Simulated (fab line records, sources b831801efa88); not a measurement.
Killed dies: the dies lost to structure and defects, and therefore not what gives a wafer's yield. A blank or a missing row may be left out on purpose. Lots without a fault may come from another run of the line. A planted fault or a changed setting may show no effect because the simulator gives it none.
Which tool was responsible? :: flow gf180mcu :: 12 lots with 35 wafers sampled at 4 steps, on a route of 602 steps

WHAT THE GAUGES READ, wafer by wafer
GF_M3_OVL_MEAS_15. Usual: M3_OVL 3 nm, standard deviation 5.5.
lot: L523
measured: day 21 13:23
on: overlay-01
M3_OVL (nm): -4 5 -5
flag: 

lot: L524
measured: day 22 00:23
on: overlay-02
M3_OVL (nm): 9 7 13
flag: 

lot: L525
measured: day 22 05:10
on: overlay-01
M3_OVL (nm): -1 0 -3
flag: 

lot: L527
measured: day 22 17:20
on: overlay-02
M3_OVL (nm): 7 5 9
flag: 

lot: L526
measured: day 22 23:26
on: overlay-02
M3_OVL (nm): 6 10 6
flag: 

lot: L528
measured: day 23 08:39
on: overlay-02
M3_OVL (nm): 4 8 0
flag: 

lot: L534
measured: day 25 16:32
on: overlay-02
M3_OVL (nm): -1
flag: 

lot: L535
measured: day 26 07:07
on: overlay-02
M3_OVL (nm): -6 -11
flag: 

lot: L536
measured: day 26 23:29
on: overlay-02
M3_OVL (nm): 7 6
flag: 

lot: L541
measured: day 27 10:38
on: overlay-02
M3_OVL (nm): 9 0 8
flag: 

lot: L540
measured: day 27 14:20
on: overlay-01
M3_OVL (nm): -6 -5 0
flag: 

lot: L542
measured: day 27 19:02
on: overlay-02
M3_OVL (nm): 8 7 7
flag: 

WHICH TOOL RAN EACH LOT (tool, then ch and the chambers of the sampled wafers, then the start)
lot: L523
GF_VT_IMPLANT_STRIP_31: plasma asher-04 ch 0,1, day 7 02:45
GF_VT_IMPLANT_RTA_45: rtp anneal-02 ch 0, day 7 18:26
GF_V1_CMP_26: cmp-02 ch 0,2,3, day 18 10:37

lot: L524
GF_VT_IMPLANT_STRIP_31: plasma asher-02 ch 0,1, day 7 08:06
GF_VT_IMPLANT_RTA_45: rtp anneal-01 ch 0, day 8 00:16
GF_V1_CMP_26: cmp-02 ch 1,2,3, day 18 20:16

lot: L525
GF_VT_IMPLANT_STRIP_31: plasma asher-04 ch 0,1, day 7 09:05
GF_VT_IMPLANT_RTA_45: rtp anneal-01 ch 0, day 8 01:18
GF_V1_CMP_26: cmp-02 ch 0,2, day 19 01:07

lot: L527
GF_VT_IMPLANT_STRIP_31: plasma asher-03 ch 0,1, day 7 23:08
GF_VT_IMPLANT_RTA_45: rtp anneal-01 ch 0, day 8 15:19
GF_V1_CMP_26: cmp-02 ch 0,3, day 19 14:17

lot: L526
GF_VT_IMPLANT_STRIP_31: plasma asher-03 ch 0,1, day 8 00:42
GF_VT_IMPLANT_RTA_45: rtp anneal-02 ch 0, day 8 16:28
GF_V1_CMP_26: cmp-01 ch 0,2, day 19 21:16

lot: L528
GF_VT_IMPLANT_STRIP_31: plasma asher-04 ch 0,1, day 8 13:11
GF_VT_IMPLANT_RTA_45: rtp anneal-02 ch 0, day 9 05:49
GF_V1_CMP_26: cmp-01 ch 0,2,3, day 20 07:13

lot: L534
GF_VT_IMPLANT_STRIP_31: plasma asher-03 ch 0,1, day 10 06:58
GF_VT_IMPLANT_RTA_45: rtp anneal-01 ch 0, day 11 01:13
GF_V1_CMP_26: cmp-01 ch 1,3, day 22 18:55

lot: L535
GF_VT_IMPLANT_STRIP_31: plasma asher-02 ch 0,1, day 10 17:34
GF_VT_IMPLANT_RTA_45: rtp anneal-02 ch 0, day 11 12:50
GF_V1_CMP_26: cmp-01 ch 1,2, day 23 10:23

lot: L536
GF_VT_IMPLANT_STRIP_31: plasma asher-03 ch 0,1, day 11 08:15
GF_VT_IMPLANT_RTA_45: rtp anneal-01 ch 0, day 12 03:01
GF_V1_CMP_26: cmp-01 ch 0,1,2, day 24 03:13

lot: L541
GF_VT_IMPLANT_STRIP_31: plasma asher-02 ch 0,1, day 11 21:26
GF_VT_IMPLANT_RTA_45: rtp anneal-02 ch 0, day 12 17:01
GF_V1_CMP_26: cmp-02 ch 2,3, day 24 17:43

lot: L540
GF_VT_IMPLANT_STRIP_31: plasma asher-03 ch 0,1, day 11 21:54
GF_VT_IMPLANT_RTA_45: rtp anneal-01 ch 0, day 12 17:19
GF_V1_CMP_26: cmp-02 ch 0,3, day 24 20:55

lot: L542
GF_VT_IMPLANT_STRIP_31: plasma asher-03 ch 0,1, day 12 02:27
GF_VT_IMPLANT_RTA_45: rtp anneal-02 ch 0, day 12 21:40
GF_V1_CMP_26: cmp-02 ch 1,2,3, day 25 02:09
- GF_VT_IMPLANT_STRIP_31: strips in O2/N2.
- GF_VT_IMPLANT_RTA_45: time 30 s.
- GF_V1_CMP_26: polishes, stops on SiO2, t overpolish 15 s, target thk 0 nm.

WHAT THE TOOLS THEMSELVES READ (means of the sampled wafers that have a number; where no wafer has one, the mark that the record gives instead)
GF_VT_IMPLANT_STRIP_31. Usual: drypump motor current A 5.8 A, standard deviation 0.53; heater power w 353 W, standard deviation 17; oes product au 0.716 a.u., standard deviation 0.0048; strip time to endpoint s 12.64 s, standard deviation 0.036.
lot: L523
tool: plasma asher-04
drypump motor current A (A): 5.9
heater power w (W): 331
oes product au (a.u.): 0.713
strip time to endpoint s (s): 12.67
flag: 

lot: L524
tool: plasma asher-02
drypump motor current A (A): 5.7
heater power w (W): 362
oes product au (a.u.): 0.714
strip time to endpoint s (s): 12.69
flag: 

lot: L525
tool: plasma asher-04
drypump motor current A (A): 5.9
heater power w (W): 331
oes product au (a.u.): 0.717
strip time to endpoint s (s): 12.61
flag: 

lot: L527
tool: plasma asher-03
drypump motor current A (A): 6.2
heater power w (W): 355
oes product au (a.u.): 0.713
strip time to endpoint s (s): 12.66
flag: 

lot: L526
tool: plasma asher-03
drypump motor current A (A): 6.0
heater power w (W): 355
oes product au (a.u.): 0.713
strip time to endpoint s (s): 12.67
flag: 

lot: L528
tool: plasma asher-04
drypump motor current A (A): 5.9
heater power w (W): 333
oes product au (a.u.): 0.715
strip time to endpoint s (s): 12.63
flag: 

lot: L534
tool: plasma asher-03
drypump motor current A (A): 6.1
heater power w (W): 354
oes product au (a.u.): 0.716
strip time to endpoint s (s): 12.62
flag: 

lot: L535
tool: plasma asher-02
drypump motor current A (A): 5.7
heater power w (W): 364
oes product au (a.u.): 0.719
strip time to endpoint s (s): 12.59
flag: 

lot: L536
tool: plasma asher-03
drypump motor current A (A): 6.0
heater power w (W): 358
oes product au (a.u.): 0.715
strip time to endpoint s (s): 12.67
flag: 

lot: L541
tool: plasma asher-02
drypump motor current A (A): 5.3
heater power w (W): 366
oes product au (a.u.): 0.718
strip time to endpoint s (s): 12.68
flag: 

lot: L540
tool: plasma asher-03
drypump motor current A (A): 6.0
heater power w (W): 352
oes product au (a.u.): 0.715
strip time to endpoint s (s): 12.59
flag: 

lot: L542
tool: plasma asher-03
drypump motor current A (A): 6.2
heater power w (W): 358
oes product au (a.u.): 0.718
strip time to endpoint s (s): 12.59
flag: 

GF_VT_IMPLANT_RTA_45. Usual: anneal temp c max 1054.5, standard deviation 1.2; lamp power pct 38 %, standard deviation 3.7; wafer_temp_C_max 1053.8, standard deviation 1.
lot: L523
tool: rtp anneal-02
anneal temp c max: 1053.9
lamp power pct (%): 42
wafer_temp_C_max: 1052.7
flag: 

lot: L524
tool: rtp anneal-01
anneal temp c max: 1055.4
lamp power pct (%): 34
wafer_temp_C_max: 1054.8
flag: 

lot: L525
tool: rtp anneal-01
anneal temp c max: 1055.8
lamp power pct (%): 34
wafer_temp_C_max: 1054.3
flag: 

lot: L527
tool: rtp anneal-01
anneal temp c max: 1055.1
lamp power pct (%): 34
wafer_temp_C_max: 1054.6
flag: 

lot: L526
tool: rtp anneal-02
anneal temp c max: 1053.3
lamp power pct (%): 42
wafer_temp_C_max: 1053.0
flag: 

lot: L528
tool: rtp anneal-02
anneal temp c max: 1055.0
lamp power pct (%): 42
wafer_temp_C_max: 1053.0
flag: 

lot: L534
tool: rtp anneal-01
anneal temp c max: 1055.6
lamp power pct (%): 34
wafer_temp_C_max: 1055.2
flag: 

lot: L535
tool: rtp anneal-02
anneal temp c max: 1053.6
lamp power pct (%): 42
wafer_temp_C_max: 1053.2
flag: 

lot: L536
tool: rtp anneal-01
anneal temp c max: 1055.3
lamp power pct (%): 34
wafer_temp_C_max: 1054.0
flag: 

lot: L541
tool: rtp anneal-02
anneal temp c max: 1053.5
lamp power pct (%): 42
wafer_temp_C_max: 1053.7
flag: 

lot: L540
tool: rtp anneal-01
anneal temp c max: 1055.3
lamp power pct (%): 34
wafer_temp_C_max: 1055.3
flag: 

lot: L542
tool: rtp anneal-02
anneal temp c max: 1054.0
lamp power pct (%): 42
wafer_temp_C_max: 1052.9
flag: 

GF_V1_CMP_26. Usual: head pressure psi 3.499 psi, standard deviation 0.0072; motor current A 11.4 A, standard deviation 1.4; overpolish run s 15.000 s, standard deviation 0.0097; time to endpoint s 86 s, standard deviation 3.8.
lot: L523
tool: cmp-02
head pressure psi (psi): 3.500
motor current A (A): 12.2
overpolish run s (s): 15.002
time to endpoint s (s): 83
flag: 

lot: L524
tool: cmp-02
head pressure psi (psi): 3.499
motor current A (A): 11.0
overpolish run s (s): 15.009
time to endpoint s (s): 90
flag: 

lot: L525
tool: cmp-02
head pressure psi (psi): 3.491
motor current A (A): 12.0
overpolish run s (s): 15.007
time to endpoint s (s): 87
flag: 

lot: L527
tool: cmp-02
head pressure psi (psi): 3.497
motor current A (A): 12.5
overpolish run s (s): 14.994
time to endpoint s (s): 83
flag: 

lot: L526
tool: cmp-01
head pressure psi (psi): 3.507
motor current A (A): 12.6
overpolish run s (s): 14.999
time to endpoint s (s): 85
flag: 

lot: L528
tool: cmp-01
head pressure psi (psi): 3.506
motor current A (A): 11.4
overpolish run s (s): 15.003
time to endpoint s (s): 87
flag: 

lot: L534
tool: cmp-01
head pressure psi (psi): 3.494
motor current A (A): 9.8
overpolish run s (s): 7.524
time to endpoint s (s): 105
flag: OFF

lot: L535
tool: cmp-01
head pressure psi (psi): 3.500
motor current A (A): 12.0
overpolish run s (s): 10.018
time to endpoint s (s): 99
flag: OFF

lot: L536
tool: cmp-01
head pressure psi (psi): 3.493
motor current A (A): 12.2
overpolish run s (s): 10.024
time to endpoint s (s): 104
flag: OFF

lot: L541
tool: cmp-02
head pressure psi (psi): 3.497
motor current A (A): 11.9
overpolish run s (s): 15.000
time to endpoint s (s): 85
flag: 

lot: L540
tool: cmp-02
head pressure psi (psi): 3.501
motor current A (A): 12.6
overpolish run s (s): 15.007
time to endpoint s (s): 90
flag: 

lot: L542
tool: cmp-02
head pressure psi (psi): 3.499
motor current A (A): 11.0
overpolish run s (s): 15.005
time to endpoint s (s): 89
flag: 

THE ANSWER, worked out from the rows above alone
Rule: a lot counts as off when the mean over its wafers that have a number is more than 3 standard deviations away from the usual mean. A lot without any number at a reading at which 4 lots or more have one is off too. The other lots that the step has rows for count as sound. First the gauges in route order, then the tools' own readings, where a lot's mean is used as printed above. At the first step where some lot is off, the reading lying furthest off is the one used; lots without a number count as furthest.
Off: L534, L535, L536, at GF_V1_CMP_26 (overpolish run s).
If a tool, at that step or one of the process steps before it, ran each lot that is off and ran no sound lot following the first of them, it fits. One fits: cmp-01 at GF_V1_CMP_26. A fault onset in the window from L528 (day 20 07:13, its last sound lot) to L534 (day 22 18:55, its first lot off) fits.
The tool's own readings at GF_V1_CMP_26 bear it out: on the lots that are off they differ by more than 5 times the standard deviation of the sound lots' means. overpolish run s reads 9.189 s there against 15.003 s on the sound lots; time to endpoint s reads 103 s there against 87 s on the sound lots.

WHAT HAD BEEN PUT IN BY THE SIMULATOR
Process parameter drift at GF_V1_CMP_26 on cmp-01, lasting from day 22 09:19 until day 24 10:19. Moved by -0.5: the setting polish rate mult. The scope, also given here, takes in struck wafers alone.
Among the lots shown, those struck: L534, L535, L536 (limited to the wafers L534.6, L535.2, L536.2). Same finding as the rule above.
